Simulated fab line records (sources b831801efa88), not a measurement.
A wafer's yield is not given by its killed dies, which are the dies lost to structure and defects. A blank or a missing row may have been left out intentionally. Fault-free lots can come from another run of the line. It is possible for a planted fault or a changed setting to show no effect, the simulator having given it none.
fab line records ; flow sky130
record: lots: 14; wafers: 42; last-day: 50
route steps=708 shown POLY_CUT@319 SD_N@344 CONTACT@411
lots with no fault: from the same line, run without faults
start-h: hours from the record's first day to the start of the lot's first wafer shown ; wait-h: hours from the lot's prior step to this one ; " as in the row above ; L1.1+2: a single row standing in for several wafers ; - no value present, or no start provided ; * or withheld: withheld ; < > ~ a bound
route shown NAME@n: NAME is a module with steps in the file, n the number in the route of the first one ; usual: mean/standard deviation taken from wafers without a fault ; same: alike in all rows ; chamber/n: place in a boat ; sites: the reading at each site ; _std_site: standard deviation across them ; _edge_site: inner sites' mean taken away from outer sites' mean ; radius-mm: for every site, how far away it sits from the centre of the wafer ; mask NAME#n: copy n ; behind: the most recent tool/chamber to have shaped the wafer ; hold: why the lot was held/for how many hours/how that ended ; device: names the non-switching transistor (n, p or np) ; end of line: at the end of the route, the tests of the same wafers ; a step without rows: its recipe alone ; killed: not the wafer's yield, but the dies lost to structure and defects at the first sort ; map: a wafer's dies, marking killed ones x, the rest . and places with no die _
set.NAME: the setting as run; set.NAME@STEP: as run at that earlier step ; model.NAME: the simulator's own value behind a step, which no gauge read
the route's steps for a sample of lots (tables are steps, rows are wafers)
services: when a tool's chamber went out of use (start-h, in hours from the record's first day, below 0 if earlier), for how many hours, and the reason
== steps ==
step: SKY_POLY_CUT_STRIP_12
recipe: chemistry: O2/N2; power-w: 1400; pressure-mtorr: 1500; platen-temp-c: withheld; o2-flow-sccm: 3000; n2-flow-sccm: 300; overash-fraction: 0.5
usual: drypump-motor-current-A: 5.6/0.34; oes-product-au: 0.452/0.0048; strip-time-to-endpoint-s: 5.357/0.016
lot.wafer;tool;chamber;start-h;wait-h;drypump-motor-current-A;oes-product-au;rf-hours-counter-h;strip-time-to-endpoint-s
L497.1;plasma-asher-04;1;561.76;0.0;5.8;0.449;45;5.337
L497.2;plasma-asher-04;0;561.76;0.0;5.4;0.462;45;5.340
L497.4;plasma-asher-04;0;561.76;0.0;5.4;0.451;-;5.355
L498.2;plasma-asher-04;0;573.79;0.0;5.4;0.449;47;5.347
L498.4;plasma-asher-04;0;573.79;0.0;5.4;0.450;-;5.332
L498.6;plasma-asher-04;1;573.79;0.0;5.8;0.450;-;5.338
L499.1;plasma-asher-04;1;584.21;0.0;5.8;0.442;48;5.366
L499.4;plasma-asher-04;0;584.21;0.0;5.4;0.451;-;5.362
L499.6;plasma-asher-04;1;584.21;0.0;5.8;0.454;-;5.359
L500.2;plasma-asher-02;0;593.93;0.0;6.1;0.450;14;5.348
L500.3;plasma-asher-02;0;593.93;0.0;6.1;0.451;-;5.355
L500.6;plasma-asher-02;1;593.93;0.0;5.8;0.460;-;5.331
L501.1;plasma-asher-04;0;609.99;0.0;5.4;0.446;51;5.346
L501.2;plasma-asher-04;1;609.99;0.0;5.8;0.452;51;5.346
L501.6;plasma-asher-04;0;609.99;0.0;5.4;0.450;-;5.338
L502.1;plasma-asher-04;0;613.36;0.0;5.4;0.456;51;5.369
L502.2;plasma-asher-04;1;613.36;0.0;5.8;0.444;51;5.383
L502.5;plasma-asher-04;1;613.36;0.0;5.8;0.453;-;5.370
L504.1;plasma-asher-03;1;632.78;0.0;5.7;0.452;91;5.380
L504.2;plasma-asher-03;0;632.78;0.0;4.9;0.456;91;5.351
L504.6;plasma-asher-03;1;632.78;0.0;5.7;0.450;-;5.380
L507.1;plasma-asher-04;1;657.43;0.0;5.8;0.444;55;5.342
L507.3;plasma-asher-04;0;657.43;0.0;5.4;0.454;-;5.352
L507.5;plasma-asher-04;0;657.43;0.0;5.4;0.463;-;5.333
L511.2;plasma-asher-04;0;678.56;0.0;5.4;0.447;58;5.379
L511.3;plasma-asher-04;1;678.56;0.0;5.8;0.459;-;5.375
L511.5;plasma-asher-04;0;678.56;0.0;5.4;0.448;-;5.373
L510.1;plasma-asher-02;0;681.98;0.0;6.1;0.456;23;5.365
L510.4;plasma-asher-02;0;681.98;0.0;6.1;0.448;-;5.340
L510.5;plasma-asher-02;1;681.98;0.0;5.7;0.447;-;5.369
L512.1;plasma-asher-03;0;692.41;0.0;4.9;0.454;97;5.349
L512.2;plasma-asher-03;1;692.41;0.0;5.7;0.456;97;5.337
L512.3;plasma-asher-03;0;692.41;0.0;4.9;0.444;-;5.360
L515.1;plasma-asher-03;1;718.71;0.0;5.7;0.455;100;5.359
L515.3;plasma-asher-03;0;718.71;0.0;4.9;0.446;-;5.345
L515.6;plasma-asher-03;0;718.71;0.0;4.9;0.447;-;5.333
L516.1;plasma-asher-04;1;724.63;0.0;5.8;0.445;62;5.358
L516.3;plasma-asher-04;1;724.63;0.0;5.8;0.453;-;5.366
L516.6;plasma-asher-04;1;724.63;0.0;5.8;0.450;-;5.362
L518.1;plasma-asher-02;0;741.86;0.0;6.1;0.457;29;5.340
L518.2;plasma-asher-02;1;741.86;0.0;5.8;0.451;29;5.345
L518.3;plasma-asher-02;0;741.86;0.0;6.1;0.449;-;5.349
step: SKY_SD_N_COAT_02
recipe: resist: NOVOLAK; spin-rpm: 3000; resist-thk-nm: 1140
lot.wafer;tool;chamber;start-h;wait-h
L497.1+2+4;litho-track-01;0;634.34;0.1
L498.2+4+6;litho-track-04;0;647.27;0.1
L499.1+4+6;litho-track-03;0;656.09;0.1
L500.2+3+6;litho-track-04;0;665.82;0.1
L501.1+2+6;litho-track-04;0;681.70;0.1
L502.1+2+5;litho-track-04;0;684.40;0.1
L504.1+2+6;litho-track-03;0;703.39;0.1
L507.1+3+5;litho-track-01;0;727.44;0.1
L511.2+3+5;litho-track-03;0;746.97;0.1
L510.1+4+5;litho-track-01;0;750.24;0.1
L512.1+2+3;litho-track-03;0;761.29;0.1
L515.1+3+6;litho-track-04;0;786.20;0.1
L516.1+3+6;litho-track-04;0;792.30;0.1
L518.1+2+3;litho-track-01;0;808.44;0.1
step: SKY_SD_N_CD_MEAS_07
recipe: target-cd-nm: 380
usual: cd-nm: 380.4/2.9
lot.wafer;tool;chamber;start-h;wait-h;cd-nm
L497.1;cd-sem-02;-;649.15;0.1;380.0
L497.2;cd-sem-02;-;649.15;0.1;380.6
L497.4;cd-sem-02;-;649.15;0.1;379.9
L498.2;cd-sem-01;-;661.31;0.1;381.5
L498.4;cd-sem-01;-;661.31;0.1;377.1
L498.6;cd-sem-01;-;661.31;0.1;380.0
L499.1;cd-sem-02;-;670.34;0.1;378.4
L499.4;cd-sem-02;-;670.34;0.1;381.3
L499.6;cd-sem-02;-;670.34;0.1;381.7
L500.2;cd-sem-02;-;680.21;0.1;380.5
L500.3;cd-sem-02;-;680.21;0.1;379.3
L500.6;cd-sem-02;-;680.21;0.1;376.2
L501.1;cd-sem-02;-;695.74;0.1;378.2
L501.2;cd-sem-02;-;695.74;0.1;377.0
L501.6;cd-sem-02;-;695.74;0.1;378.2
L502.1;cd-sem-01;-;698.20;0.1;381.4
L502.2;cd-sem-01;-;698.20;0.1;379.0
L502.5;cd-sem-01;-;698.20;0.1;381.0
L504.1;cd-sem-02;-;717.45;0.1;380.8
L504.2;cd-sem-02;-;717.45;0.1;380.5
L504.6;cd-sem-02;-;717.45;0.1;380.4
L507.1;cd-sem-02;-;741.09;0.1;387.9
L507.3;cd-sem-02;-;741.09;0.1;385.8
L507.5;cd-sem-02;-;741.09;0.1;386.1
L511.2;cd-sem-01;-;760.12;0.1;441.7
L511.3;cd-sem-01;-;760.12;0.1;443.9
L511.5;cd-sem-01;-;760.12;0.1;443.9
L510.1;cd-sem-02;-;764.19;0.1;378.9
L510.4;cd-sem-02;-;764.19;0.1;382.3
L510.5;cd-sem-02;-;764.19;0.1;381.4
L512.1;cd-sem-02;-;775.69;0.1;436.1
L512.2;cd-sem-02;-;775.69;0.1;433.3
L512.3;cd-sem-02;-;775.69;0.1;434.4
L515.1;cd-sem-01;-;799.15;0.1;378.9
L515.3;cd-sem-01;-;799.15;0.1;382.1
L515.6;cd-sem-01;-;799.15;0.1;380.9
L516.1;cd-sem-01;-;805.74;0.1;380.2
L516.3;cd-sem-01;-;805.74;0.1;380.4
L516.6;cd-sem-01;-;805.74;0.1;378.8
L518.1;cd-sem-01;-;821.79;0.1;376.7
L518.2;cd-sem-01;-;821.79;0.1;376.3
L518.3;cd-sem-01;-;821.79;0.1;376.7
step: SKY_SD_N_STRIP_11
recipe: chemistry: O2/N2; power-w: 1400; pressure-mtorr: 1500; platen-temp-c: withheld; o2-flow-sccm: 3000; n2-flow-sccm: 300; overash-fraction: 0.5
usual: drypump-motor-current-A: 5.9/0.47; oes-product-au: 0.528/0.0044; strip-time-to-endpoint-s: 22.55/0.039
lot.wafer;tool;chamber;start-h;wait-h;drypump-motor-current-A;oes-product-au;rf-hours-counter-h;strip-time-to-endpoint-s
L497.1;plasma-asher-01;1;649.61;0.1;6.1;0.523;86;22.55
L497.2;plasma-asher-01;0;649.61;0.1;6.6;0.524;86;22.55
L497.4;plasma-asher-01;0;649.61;0.1;6.6;0.535;-;22.58
L498.2;plasma-asher-02;1;661.75;0.1;5.8;0.532;21;22.59
L498.4;plasma-asher-02;1;661.75;0.1;5.7;0.532;-;22.57
L498.6;plasma-asher-02;1;661.75;0.1;5.8;0.528;-;22.58
L499.1;plasma-asher-03;1;670.80;0.1;5.8;0.526;95;22.54
L499.4;plasma-asher-03;1;670.80;0.1;5.7;0.525;-;22.53
L499.6;plasma-asher-03;0;670.80;0.1;4.9;0.521;-;22.60
L500.2;plasma-asher-01;0;680.65;0.1;6.5;0.530;90;22.54
L500.3;plasma-asher-01;0;680.65;0.1;6.6;0.530;-;22.52
L500.6;plasma-asher-01;1;680.65;0.1;6.1;0.529;-;22.56
L501.1;plasma-asher-03;0;696.20;0.1;4.9;0.533;97;22.55
L501.2;plasma-asher-03;1;696.20;0.1;5.8;0.527;97;22.56
L501.6;plasma-asher-03;1;696.20;0.1;5.8;0.521;-;22.48
L502.1;plasma-asher-02;0;698.66;0.1;6.1;0.525;25;22.60
L502.2;plasma-asher-02;1;698.66;0.1;5.8;0.527;25;22.59
L502.5;plasma-asher-02;1;698.66;0.1;5.7;0.523;-;22.56
L504.1;plasma-asher-02;1;717.91;0.1;5.7;0.522;27;22.52
L504.2;plasma-asher-02;0;717.91;0.1;6.1;0.529;27;22.55
L504.6;plasma-asher-02;0;717.91;0.1;6.1;0.526;-;22.50
L507.1;plasma-asher-01;1;741.55;0.1;6.1;0.530;96;22.55
L507.3;plasma-asher-01;0;741.55;0.1;6.6;0.528;-;22.56
L507.5;plasma-asher-01;1;741.55;0.1;6.1;0.523;-;22.56
L511.2;plasma-asher-03;1;760.56;0.1;5.7;0.462;2;16.83
L511.3;plasma-asher-03;0;760.56;0.1;4.9;0.461;-;16.87
L511.5;plasma-asher-03;1;760.56;0.1;5.8;0.464;-;16.85
L510.1;plasma-asher-01;1;764.65;0.1;6.1;0.532;98;22.54
L510.4;plasma-asher-01;0;764.65;0.1;6.6;0.526;-;22.59
L510.5;plasma-asher-01;1;764.65;0.1;6.1;0.526;-;22.61
L512.1;plasma-asher-02;0;776.15;0.1;6.1;0.459;32;16.81
L512.2;plasma-asher-02;1;776.15;0.1;5.7;0.458;32;16.80
L512.3;plasma-asher-02;0;776.15;0.1;6.1;0.461;-;16.78
L515.1;plasma-asher-01;0;799.61;0.1;6.5;0.534;102;22.57
L515.3;plasma-asher-01;0;799.61;0.1;6.6;0.526;-;22.56
L515.6;plasma-asher-01;1;799.61;0.1;6.1;0.526;-;22.60
L516.1;plasma-asher-02;0;806.20;0.1;6.1;0.525;36;22.56
L516.3;plasma-asher-02;1;806.20;0.1;5.7;0.530;-;22.58
L516.6;plasma-asher-02;0;806.20;0.1;6.1;0.525;-;22.57
L518.1;plasma-asher-02;1;822.25;0.1;5.8;0.527;38;22.59
L518.2;plasma-asher-02;0;822.25;0.1;6.1;0.529;38;22.54
L518.3;plasma-asher-02;1;822.25;0.1;5.8;0.527;-;22.58
step: SKY_CONTACT_BOW_MEAS_05
recipe: mode: bow
usual: CONTACT_BOW: 82/6.8
lot.wafer;tool;chamber;start-h;wait-h;CONTACT_BOW[um]
L497.1;film-metro-03;-;710.46;0.1;85
L497.2;film-metro-03;-;710.46;0.1;91
L497.4;film-metro-03;-;710.46;0.1;77
L498.2;film-metro-02;-;722.23;0.2;87
L498.4;film-metro-02;-;722.23;0.2;74
L498.6;film-metro-02;-;722.23;0.2;89
L499.1;film-metro-02;-;731.00;0.1;82
L499.4;film-metro-02;-;731.00;0.1;90
L499.6;film-metro-02;-;731.00;0.1;87
L500.2;film-metro-03;-;740.70;0.2;81
L500.3;film-metro-03;-;740.70;0.2;86
L500.6;film-metro-03;-;740.70;0.2;73
L501.1;film-metro-03;-;756.16;0.1;82
L501.2;film-metro-03;-;756.16;0.1;84
L501.6;film-metro-03;-;756.16;0.1;77
L502.1;film-metro-03;-;758.34;0.2;82
L502.2;film-metro-03;-;758.34;0.2;72
L502.5;film-metro-03;-;758.34;0.2;76
L504.1;film-metro-03;-;776.48;0.1;84
L504.2;film-metro-03;-;776.48;0.1;87
L504.6;film-metro-03;-;776.48;0.1;68
L507.1;film-metro-03;-;800.21;0.2;84
L507.3;film-metro-03;-;800.21;0.2;70
L507.5;film-metro-03;-;800.21;0.2;77
L511.2;film-metro-03;-;817.86;0.2;82
L511.3;film-metro-03;-;817.86;0.2;78
L511.5;film-metro-03;-;817.86;0.2;82
L510.1;film-metro-03;-;821.14;0.2;78
L510.4;film-metro-03;-;821.14;0.2;83
L510.5;film-metro-03;-;821.14;0.2;79
L512.1;film-metro-03;-;832.79;0.2;77
L512.2;film-metro-03;-;832.79;0.2;81
L512.3;film-metro-03;-;832.79;0.2;87
L515.1;film-metro-04;-;856.71;0.1;70
L515.3;film-metro-04;-;856.71;0.1;81
L515.6;film-metro-04;-;856.71;0.1;82
L516.1;film-metro-04;-;862.75;0.2;87
L516.3;film-metro-04;-;862.75;0.2;91
L516.6;film-metro-04;-;862.75;0.2;91
L518.1;film-metro-03;-;879.18;0.2;92
L518.2;film-metro-03;-;879.18;0.2;101
L518.3;film-metro-03;-;879.18;0.2;79
step: SKY_CONTACT_OVL_MEAS_15
usual: CONTACT_OVL: -3/5.3
lot.wafer;tool;chamber;start-h;wait-h;CONTACT_OVL[nm]
L497.1;overlay-02;-;738.76;0.1;-6
L497.2;overlay-02;-;738.76;0.1;0
L497.4;overlay-02;-;738.76;0.1;-12
L498.2;overlay-01;-;749.75;0.1;-6
L498.4;overlay-01;-;749.75;0.1;0
L498.6;overlay-01;-;749.75;0.1;-8
L499.1;overlay-01;-;758.46;0.1;-11
L499.4;overlay-01;-;758.46;0.1;-11
L499.6;overlay-01;-;758.46;0.1;-15
L500.2;overlay-01;-;768.30;0.1;-8
L500.3;overlay-01;-;768.30;0.1;3
L500.6;overlay-01;-;768.30;0.1;-5
L501.1;overlay-02;-;783.24;0.1;0
L501.2;overlay-02;-;783.24;0.1;-3
L501.6;overlay-02;-;783.24;0.1;1
L502.1;overlay-01;-;785.66;0.1;-12
L502.2;overlay-01;-;785.66;0.1;-9
L502.5;overlay-01;-;785.66;0.1;-6
L504.1;overlay-02;-;802.64;0.1;3
L504.2;overlay-02;-;802.64;0.1;-2
L504.6;overlay-02;-;802.64;0.1;1
L507.1;overlay-02;-;826.86;0.1;-6
L507.3;overlay-02;-;826.86;0.1;-7
L507.5;overlay-02;-;826.86;0.1;-2
L511.2;overlay-02;-;844.95;0.1;3
L511.3;overlay-02;-;844.95;0.1;-6
L511.5;overlay-02;-;844.95;0.1;-4
L510.1;overlay-02;-;846.99;0.1;2
L510.4;overlay-02;-;846.99;0.1;-1
L510.5;overlay-02;-;846.99;0.1;6
L512.1;overlay-01;-;858.74;0.1;-3
L512.2;overlay-01;-;858.74;0.1;-11
L512.3;overlay-01;-;858.74;0.1;-8
L515.1;overlay-01;-;883.09;0.1;0
L515.3;overlay-01;-;883.09;0.1;-1
L515.6;overlay-01;-;883.09;0.1;6
L516.1;overlay-01;-;888.86;0.1;-9
L516.3;overlay-01;-;888.86;0.1;-11
L516.6;overlay-01;-;888.86;0.1;-6
L518.1;overlay-02;-;905.16;0.1;-2
L518.2;overlay-02;-;905.16;0.1;4
L518.3;overlay-02;-;905.16;0.1;4
== services ==
tool;chamber;start-h;hours;kind
plasma-asher-03;-;563.60;18.2;repair
plasma-asher-02;-;567.20;13.2;repair
plasma-asher-04;-;580.69;2.2;repair
litho-track-03;-;582.28;-;consumable-replace:filter
plasma-asher-03;-;586.17;2.8;pm
plasma-asher-03;-;611.03;4.3;pm
plasma-asher-01;-;637.79;3.7;repair
plasma-asher-04;-;707.04;2.8;pm
plasma-asher-03;-;733.75;9.0;pm
plasma-asher-03;0;733.75;9.0;vent-cycle
plasma-asher-03;1;733.75;9.0;vent-cycle
plasma-asher-03;0;742.75;-;clean
plasma-asher-03;1;742.75;-;clean
plasma-asher-01;-;746.89;2.4;repair
plasma-asher-02;-;758.22;2.8;pm
plasma-asher-03;-;789.07;23.1;repair
plasma-asher-03;-;797.02;1.1;repair
plasma-asher-04;-;800.39;3.3;repair
plasma-asher-01;-;815.53;3.4;repair
== key ==
first-sign: step: SKY_SD_N_CD_MEAS_07; reading: cd-nm; direction: up; sigmas: 20; usual: 380.4; struck: 438.9; through: control-loop
effect: step: SKY_SD_N_STRIP_11; reading: strip-time-to-endpoint-s; direction: down; sigmas: 99+; usual: *; struck: *; through: *
met-at SKY_SD_N_COAT_02
struck-lots L511,L512
sort-left-out L511.2,L511.3,L511.5,L512.1,L512.2,L512.3
tester-left-out L511,L512
loop-trim: step: SKY_SD_N_EXPOSE_04; setting: dose; lots: L512
not-acting-at SKY_POLY_CUT_STRIP_12,SKY_CONTACT_BOW_MEAS_05,SKY_CONTACT_OVL_MEAS_15
onset-between 703.39 746.97
fault: kind: process-parameter-drift; tool: litho-track-03; chamber: -; onset-h: 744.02; steps: SKY_SD_N_COAT_02; channel: resist-thk-nm; offset: -505.22; shape: step; end-h: 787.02; acts-in: these-recipes-only; stated: 1140
tester-left-out: of these lots the tester's yield and bins aren't shown, on N5 and GAA mostly nor the transistor test; their killed dies are dies lost to structure and defects alone, not to doping, threshold or leakage, so they don't give the yield
sort-left-out: the simulated sort isn't trusted on such a fault, so these wafers' sort isn't shown, and their yield isn't known
loop-trim: a control loop set the setting to another value than it would have without faults
